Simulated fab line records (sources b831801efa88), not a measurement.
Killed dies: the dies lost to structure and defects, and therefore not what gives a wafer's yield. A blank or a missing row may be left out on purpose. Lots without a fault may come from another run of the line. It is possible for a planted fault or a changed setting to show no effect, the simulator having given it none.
A lot that was struck, set against a sound lot :: flow sky130 :: 20 out of 708 route steps
Sound: these wafers, L971.2, L971.3, L971.4. Struck: wafer L964.6. (L964.2 of the same lot was not struck and is left out.) The cause comes at the end.
For every step that has rows: the tool of each side, followed by ch and its chambers, followed by its first start. Under that, the readings that differ: sound wafers :: struck wafers :: difference of the means :: sigmas: that difference in standard deviations of wafers without a fault.
alike: readings with means less than 2 such deviations apart, plus words and numbers identical on both sides. not compared: withheld readings, readings lacking a value on some wafer, bounds such as >300 that could conceal the same value, and numbers that have no deviation in the record and whose values overlap.
Wherever a step has rows on one side only, a row that says differs or no value, or a row with sigmas, the two part there. Numbers that don't overlap but have no deviation are shown without sigmas and don't part them. A reading that every wafer of one side lacks parts them only if that side has two wafers or more.

SKY_SONOS_TUNNEL_TW_MEAS_12:
  sound: film metro-01 at day 17 07:34; struck: film metro-03 at day 15 05:59
  alike: SONOS_TUNNEL_TW
then, 2 steps without rows for these wafers: SKY_SONOS_TUNNEL_CLEAN_13 (cleans in dHF, time 20 s); SKY_SONOS_ONO_OXIDATION_00 (stabilise 600 s, purge 300 s, target thk 2.6 nm).
SKY_SONOS_ONO_THK_MEAS_01:
  sound: film metro-02 at day 17 09:10; struck: film metro-04 at day 15 07:24
  alike: SONOS_ONO_OXIDATION_THK
then, 1 step without rows for these wafers: SKY_SONOS_ONO_CVD_02 (deposits Si3N4 from DCS/NH3, target thk 10.5 nm, time 180 s).
SKY_SONOS_ONO_THK_MEAS_03:
  sound: film metro-02 at day 17 12:05; struck: film metro-03 at day 15 11:35
  alike: SONOS_ONO_CVD_02_THK
then, 1 step without rows for these wafers: SKY_SONOS_ONO_CVD_04 (deposits SiO2 from SiH4/N2O, target thk 5.7199 nm).
SKY_SONOS_ONO_THK_MEAS_05:
  sound: film metro-03 at day 17 13:23; struck: film metro-02 at day 15 12:53
  alike: SONOS_ONO_CVD_04_THK
then, 4 steps without rows for these wafers: SKY_SONOS_ONO_DEHYDRATE_06 (time 60 s); SKY_SONOS_ONO_HMDS_07 (prime time 60 s); SKY_SONOS_ONO_COAT_08 (resist thk 1140 nm); SKY_SONOS_ONO_SOFTBAKE_09 (time 60 s).
SKY_SONOS_ONO_EXPOSE_10: exposes mask ONOM, target cd 410 nm.
  sound on iline stepper-01 ch 0, day 18 04:39; struck on iline stepper-02 ch 0, day 16 02:20
  alike: mask
then, 2 steps without rows for these wafers: SKY_SONOS_ONO_PEB_11; SKY_SONOS_ONO_DEVELOP_12 (develop time 60 s).
SKY_SONOS_ONO_CD_MEAS_13: the cd target is 410 nm.
  sound: cd sem-01 at day 18 19:23; struck: cd sem-02 at day 16 16:14
reading: cd nm (nm)
sound: 408.3 406.3 408.6
struck: 382.6
difference: -25.1
sigmas: -12
SKY_SONOS_ONO_OVL_MEAS_14:
  sound: overlay-01 at day 18 19:29; struck: overlay-02 at day 16 16:20
  alike: SONOS_ONO_OVL
SKY_SONOS_ONO_ETCH_15: etches the open film in CHF3/O2, target depth 19.52 nm, time 7.8 s.
  sound on rie diel-04 ch 0,2,3, day 18 19:31; struck on rie diel-03 ch 1, day 16 16:22
reading: model.SONOS_ONO.cd nm (nm)
sound: 408.2 406.4 408.7
struck: 382.5
difference: -25.3
sigmas: 
  alike: drypump motor current A, oes product au, throttle valve pct
  not compared: rf hours counter h
then, 1 step without rows for these wafers: SKY_SONOS_ONO_WET_ETCH_16 (etches SiO2 in dHF, target depth 14 nm, time 280 s).
-- record jumps: 33 days separate the struck wafers' starts on either side; left off in module SONOS_ONO, taken up again in module PAD_OPEN, whose first shown step is the route's number 708 --
SKY_PAD_OPEN_PROBE_99:
  record: rows for the struck wafers here (prober-02, day 49 07:23), none for the sound ones

## WHERE THEY PART
Earliest at SKY_SONOS_ONO_CD_MEAS_13; latest, in this record, at SKY_PAD_OPEN_PROBE_99.

WHY: whatever the simulator had introduced
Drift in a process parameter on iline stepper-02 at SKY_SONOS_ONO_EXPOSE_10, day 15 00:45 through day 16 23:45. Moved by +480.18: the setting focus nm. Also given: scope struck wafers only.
